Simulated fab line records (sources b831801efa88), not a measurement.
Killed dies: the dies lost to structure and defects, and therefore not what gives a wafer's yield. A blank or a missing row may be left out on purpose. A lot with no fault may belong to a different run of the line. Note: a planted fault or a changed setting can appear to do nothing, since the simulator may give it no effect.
A sampling plan put to the test | flow gf180mcu | each of the 16 faults these records tell of, on one fab line, judged from the records of the lots it struck
What counts as the plan is the set of the line's own looks, namely the steps on the route at which a gauge or an inspection reads a wafer and does not change it. A look can be judged if struck wafers have a number there and the file gives its usual mean and standard deviation on fault-free wafers. Caught: at a look after the fault's first step, the mean of the struck wafers lies 4 or more of those standard deviations (sigma) from the usual mean. On the tool: the fault's steps, tested the same way using the tool's own readings. A different recipe on the struck wafers counts as caught too, as does a record blank only for those wafers.

== THE FAULTS, as the simulator had put them in ==
1. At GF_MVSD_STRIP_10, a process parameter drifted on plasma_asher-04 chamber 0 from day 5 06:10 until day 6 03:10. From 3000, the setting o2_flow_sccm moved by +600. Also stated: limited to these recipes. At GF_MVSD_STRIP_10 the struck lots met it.
2. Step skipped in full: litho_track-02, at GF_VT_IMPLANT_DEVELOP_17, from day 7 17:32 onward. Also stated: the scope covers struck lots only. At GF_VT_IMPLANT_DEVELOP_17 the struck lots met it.
3. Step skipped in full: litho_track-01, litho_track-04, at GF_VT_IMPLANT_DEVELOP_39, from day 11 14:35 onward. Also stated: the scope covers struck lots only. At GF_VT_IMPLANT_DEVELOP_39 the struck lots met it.
4. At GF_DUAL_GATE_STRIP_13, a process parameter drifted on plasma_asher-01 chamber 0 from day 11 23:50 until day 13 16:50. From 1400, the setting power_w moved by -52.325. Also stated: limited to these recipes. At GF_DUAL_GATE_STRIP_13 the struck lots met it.
5. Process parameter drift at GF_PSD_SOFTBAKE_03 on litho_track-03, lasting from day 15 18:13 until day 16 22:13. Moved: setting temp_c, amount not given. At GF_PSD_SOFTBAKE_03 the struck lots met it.
6. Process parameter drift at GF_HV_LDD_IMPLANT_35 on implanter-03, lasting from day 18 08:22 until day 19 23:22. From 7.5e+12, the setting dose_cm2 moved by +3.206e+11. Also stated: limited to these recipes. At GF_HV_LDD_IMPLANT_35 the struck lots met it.
7. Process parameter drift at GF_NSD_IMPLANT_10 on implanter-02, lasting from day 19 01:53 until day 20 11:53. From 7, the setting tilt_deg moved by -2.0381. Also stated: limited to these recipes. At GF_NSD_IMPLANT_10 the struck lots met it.
8. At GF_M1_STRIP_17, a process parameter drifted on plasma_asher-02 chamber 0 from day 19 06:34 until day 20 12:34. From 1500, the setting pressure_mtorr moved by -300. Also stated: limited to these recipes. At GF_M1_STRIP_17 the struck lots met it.
9. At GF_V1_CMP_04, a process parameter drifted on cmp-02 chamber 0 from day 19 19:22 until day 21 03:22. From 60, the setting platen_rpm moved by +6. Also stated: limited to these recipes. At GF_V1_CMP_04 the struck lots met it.
10. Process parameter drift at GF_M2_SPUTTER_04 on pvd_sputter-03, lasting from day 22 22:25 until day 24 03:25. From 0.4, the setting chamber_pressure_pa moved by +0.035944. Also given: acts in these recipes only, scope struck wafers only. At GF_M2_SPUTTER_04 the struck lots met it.
11. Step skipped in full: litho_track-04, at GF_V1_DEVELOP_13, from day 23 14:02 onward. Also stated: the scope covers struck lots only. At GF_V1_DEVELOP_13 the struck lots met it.
12. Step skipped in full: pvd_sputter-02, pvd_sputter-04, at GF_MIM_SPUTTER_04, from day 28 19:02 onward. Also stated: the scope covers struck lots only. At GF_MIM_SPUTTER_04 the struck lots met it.
13. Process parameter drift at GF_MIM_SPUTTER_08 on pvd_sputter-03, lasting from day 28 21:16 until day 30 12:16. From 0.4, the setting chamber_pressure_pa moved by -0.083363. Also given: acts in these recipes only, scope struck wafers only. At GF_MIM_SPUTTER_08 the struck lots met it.
14. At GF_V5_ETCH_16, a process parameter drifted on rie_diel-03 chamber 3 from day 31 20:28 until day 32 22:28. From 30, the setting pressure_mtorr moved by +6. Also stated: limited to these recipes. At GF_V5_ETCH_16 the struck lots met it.
15. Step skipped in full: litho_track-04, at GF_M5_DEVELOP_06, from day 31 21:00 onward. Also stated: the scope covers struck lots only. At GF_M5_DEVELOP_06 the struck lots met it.
16. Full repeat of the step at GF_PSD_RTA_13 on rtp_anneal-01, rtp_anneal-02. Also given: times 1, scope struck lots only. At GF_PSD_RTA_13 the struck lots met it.

== WHAT THE PLAN SAW ==
fault | on the tool itself                               | first look that catches it                   | reading, sigma | median hours from its first step to that look | hours from the fault's start to the first struck lot there | judged looks passed uncaught
1     | o2_flow_sccm +76 sigma                           | not the one look that can be judged after it | -              | -                                             | -                                                          | 1
2     | the tool's record is blank for the struck wafers | no look after it can be judged               | -              | -                                             | -                                                          | 0
3     | the tool's record is blank for the struck wafers | no look after it can be judged               | -              | -                                             | -                                                          | 0
4     | strip_time_to_endpoint_s +7.5 sigma              | not the one look that can be judged after it | -              | -                                             | -                                                          | 1
5     | heater_power_total_W +28 sigma                   | no look after it can be judged               | -              | -                                             | -                                                          | 0
6     | dose_ions_cm2 +41 sigma                          | not the one look that can be judged after it | -              | -                                             | -                                                          | 1
7     | tilt_deg -99 or beyond sigma                     | not the one look that can be judged after it | -              | -                                             | -                                                          | 1
8     | chamber_pressure_mTorr -99 or beyond sigma       | no look after it can be judged               | -              | -                                             | -                                                          | 0
9     | platen_rpm +99 or beyond sigma                   | no look after it can be judged               | -              | -                                             | -                                                          | 0
10    | chamber_pressure_pa +41 sigma                    | no look after it can be judged               | -              | -                                             | -                                                          | 0
11    | the tool's record is blank for the struck wafers | no look after it can be judged               | -              | -                                             | -                                                          | 0
12    | the tool's record is blank for the struck wafers | no look after it can be judged               | -              | -                                             | -                                                          | 0
13    | chamber_pressure_pa -99 or beyond sigma          | no look after it can be judged               | -              | -                                             | -                                                          | 0
14    | chamber_pressure_mTorr +99 or beyond sigma       | no look after it can be judged               | -              | -                                             | -                                                          | 0
15    | the tool's record is blank for the struck wafers | no look after it can be judged               | -              | -                                             | -                                                          | 0
16    | under 2 sigma                                    | no look after it can be judged               | -              | -                                             | -                                                          | 0
A dash: the fault isn't caught, or these records don't give the number.

Caught at a look: 0 of 16. Caught on the tool: 15 of 16. By one or the other: 15 of 16.
Faults caught by the tool alone: 1, 2, 3, 4, 5, 6, 7, 8, 9, 10, 11, 12, 13, 14, 15.
Caught by neither: fault 16.
